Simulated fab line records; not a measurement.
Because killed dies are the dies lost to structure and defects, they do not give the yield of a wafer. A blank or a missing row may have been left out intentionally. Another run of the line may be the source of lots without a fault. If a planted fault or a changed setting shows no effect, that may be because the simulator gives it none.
Shared-tool check || flow sky130 || 11 lots and 39 wafers in the sample

THE REASON FOR OPENING IT
On 2 of the 11 lots, a flag is raised at SKY_SD_N_CD_MEAS_07 on the reading cdNm. Fault-free wafers read 379.6 nm, with a standard deviation of 2.4.
Rule: a lot gets a flag if all its wafers with a number sit over 4 standard deviations from that mean, or if no wafer of it has a number. The rest of the lots are taken to be sound.

{"lot": "L560", "measured": "day 28 03:41", "on": "cdSem-01", "cdNm (nm), wafer by wafer": "378.9 379.8 380.1", "flag": ""}
{"lot": "L562", "measured": "day 28 14:49", "on": "cdSem-02", "cdNm (nm), wafer by wafer": "380.5 380.9 380.0", "flag": ""}
{"lot": "L563", "measured": "day 28 20:34", "on": "cdSem-02", "cdNm (nm), wafer by wafer": "381.3 385.4 381.1", "flag": ""}
{"lot": "L564", "measured": "day 29 05:24", "on": "cdSem-01", "cdNm (nm), wafer by wafer": "380.2 378.7 378.0", "flag": ""}
{"lot": "L565", "measured": "day 29 13:13", "on": "cdSem-01", "cdNm (nm), wafer by wafer": "376.8 379.8 378.2", "flag": ""}
{"lot": "L566", "measured": "day 29 22:47", "on": "cdSem-01", "cdNm (nm), wafer by wafer": "381.0 381.2 381.6", "flag": ""}
{"lot": "L567", "measured": "day 30 20:12", "on": "cdSem-01", "cdNm (nm), wafer by wafer": "378.7 380.0 378.8", "flag": ""}
{"lot": "L575", "measured": "day 32 20:47", "on": "cdSem-02", "cdNm (nm), wafer by wafer": "348.1 345.0 346.1 348.3 345.2 346.1", "flag": "FLAGGED"}
{"lot": "L577", "measured": "day 33 15:53", "on": "cdSem-01", "cdNm (nm), wafer by wafer": "351.0 351.7 351.3 351.4 352.2 351.3", "flag": "FLAGGED"}
{"lot": "L579", "measured": "day 34 00:15", "on": "cdSem-01", "cdNm (nm), wafer by wafer": "381.4 378.6 381.6", "flag": ""}
{"lot": "L582", "measured": "day 35 00:35", "on": "cdSem-01", "cdNm (nm), wafer by wafer": "378.6 376.8 376.7", "flag": ""}
The mean of the flagged lots' numbers is 349.0 nm, -30.6 nm from the usual (-13 standard deviations).

EACH LOT AND THE TOOL IT RAN ON
Before the reading, the record contains 2 process steps out of a 708-step route. Cell contents, in order: the tool; ch with the chambers the sampled wafers went through; the start.
{"lot": "L560", "flag": "", "SKY_POLY_GATE_STRIP_18": "plasmaAsher-04 ch 0,1, day 16 13:31", "SKY_SD_N_EXPOSE_04": "ilineStepper-02 ch 0, day 27 13:44"}
{"lot": "L562", "flag": "", "SKY_POLY_GATE_STRIP_18": "plasmaAsher-04 ch 0,1, day 17 01:17", "SKY_SD_N_EXPOSE_04": "ilineStepper-02 ch 0, day 28 01:25"}
{"lot": "L563", "flag": "", "SKY_POLY_GATE_STRIP_18": "plasmaAsher-02 ch 0,1, day 17 04:23", "SKY_SD_N_EXPOSE_04": "ilineStepper-02 ch 0, day 28 07:22"}
{"lot": "L564", "flag": "", "SKY_POLY_GATE_STRIP_18": "plasmaAsher-04 ch 0,1, day 17 16:56", "SKY_SD_N_EXPOSE_04": "ilineStepper-02 ch 0, day 28 15:48"}
{"lot": "L565", "flag": "", "SKY_POLY_GATE_STRIP_18": "plasmaAsher-02 ch 0,1, day 18 01:47", "SKY_SD_N_EXPOSE_04": "ilineStepper-02 ch 0, day 28 23:16"}
{"lot": "L566", "flag": "", "SKY_POLY_GATE_STRIP_18": "plasmaAsher-02 ch 0,1, day 18 09:56", "SKY_SD_N_EXPOSE_04": "ilineStepper-02 ch 0, day 29 09:24"}
{"lot": "L567", "flag": "", "SKY_POLY_GATE_STRIP_18": "plasmaAsher-04 ch 0,1, day 19 09:47", "SKY_SD_N_EXPOSE_04": "ilineStepper-01 ch 0, day 30 05:46"}
{"lot": "L575", "flag": "FLAGGED", "SKY_POLY_GATE_STRIP_18": "plasmaAsher-02 ch 0,1, day 21 15:56", "SKY_SD_N_EXPOSE_04": "ilineStepper-02 ch 0, day 32 08:00"}
{"lot": "L577", "flag": "FLAGGED", "SKY_POLY_GATE_STRIP_18": "plasmaAsher-03 ch 0,1, day 22 13:13", "SKY_SD_N_EXPOSE_04": "ilineStepper-02 ch 0, day 33 02:49"}
{"lot": "L579", "flag": "", "SKY_POLY_GATE_STRIP_18": "plasmaAsher-04 ch 0,1, day 23 03:53", "SKY_SD_N_EXPOSE_04": "ilineStepper-01 ch 0, day 33 11:15"}
{"lot": "L582", "flag": "", "SKY_POLY_GATE_STRIP_18": "plasmaAsher-04 ch 0,1, day 24 06:10", "SKY_SD_N_EXPOSE_04": "ilineStepper-01 ch 0, day 34 11:20"}
These steps, and what they do:
- SKY_POLY_GATE_STRIP_18: strips in O2/N2.
- SKY_SD_N_EXPOSE_04: exposes mask NSDM, target cd 380 nm.
- SKY_SD_N_CD_MEAS_07: target cd 380 nm.

FLAGGED OVER TOTAL, TOOL BY TOOL (the gauges that took the reading come last)
{"step": "SKY_POLY_GATE_STRIP_18", "tool": "plasmaAsher-02", "lots run": 4, "flagged": 1, "share of the flagged lots": "some", "sound lots run after its first flagged lot": 0}
{"step": "SKY_POLY_GATE_STRIP_18", "tool": "plasmaAsher-03", "lots run": 1, "flagged": 1, "share of the flagged lots": "some", "sound lots run after its first flagged lot": 0}
{"step": "SKY_POLY_GATE_STRIP_18", "tool": "plasmaAsher-04", "lots run": 6, "flagged": 0, "share of the flagged lots": "none", "sound lots run after its first flagged lot": "-"}
{"step": "SKY_SD_N_EXPOSE_04", "tool": "ilineStepper-01", "lots run": 3, "flagged": 0, "share of the flagged lots": "none", "sound lots run after its first flagged lot": "-"}
{"step": "SKY_SD_N_EXPOSE_04", "tool": "ilineStepper-02", "lots run": 8, "flagged": 2, "share of the flagged lots": "all", "sound lots run after its first flagged lot": 0}
{"step": "SKY_SD_N_CD_MEAS_07", "tool": "cdSem-01", "lots run": 8, "flagged": 1, "share of the flagged lots": "some", "sound lots run after its first flagged lot": "2 (L579,L582)"}
{"step": "SKY_SD_N_CD_MEAS_07", "tool": "cdSem-02", "lots run": 3, "flagged": 1, "share of the flagged lots": "some", "sound lots run after its first flagged lot": 0}

THE TABLE: WHAT IT ALLOWS
1 row of the table ran every flagged lot: ilineStepper-02 at SKY_SD_N_EXPOSE_04.
- ilineStepper-02 at SKY_SD_N_EXPOSE_04: 2 of its 8 lots flagged. It ran its last sound lot, L566, at day 29 09:24 and its first flagged lot, L575, at day 32 08:00: a fault with its onset between the two fits. Its own readings (exposureDoseMJCm2) fall more than 4 standard deviations out on all wafers of the flagged lots.
What remains is a single tool, ilineStepper-02 at SKY_SD_N_EXPOSE_04.

WHAT THE SIMULATOR PUT IN
Process parameters drifting: ilineStepper-02 at SKY_SD_N_EXPOSE_04, beginning at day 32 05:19. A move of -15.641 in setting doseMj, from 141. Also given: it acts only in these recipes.
Struck lots among those shown: L575, L577. The rule given above showed the same thing.
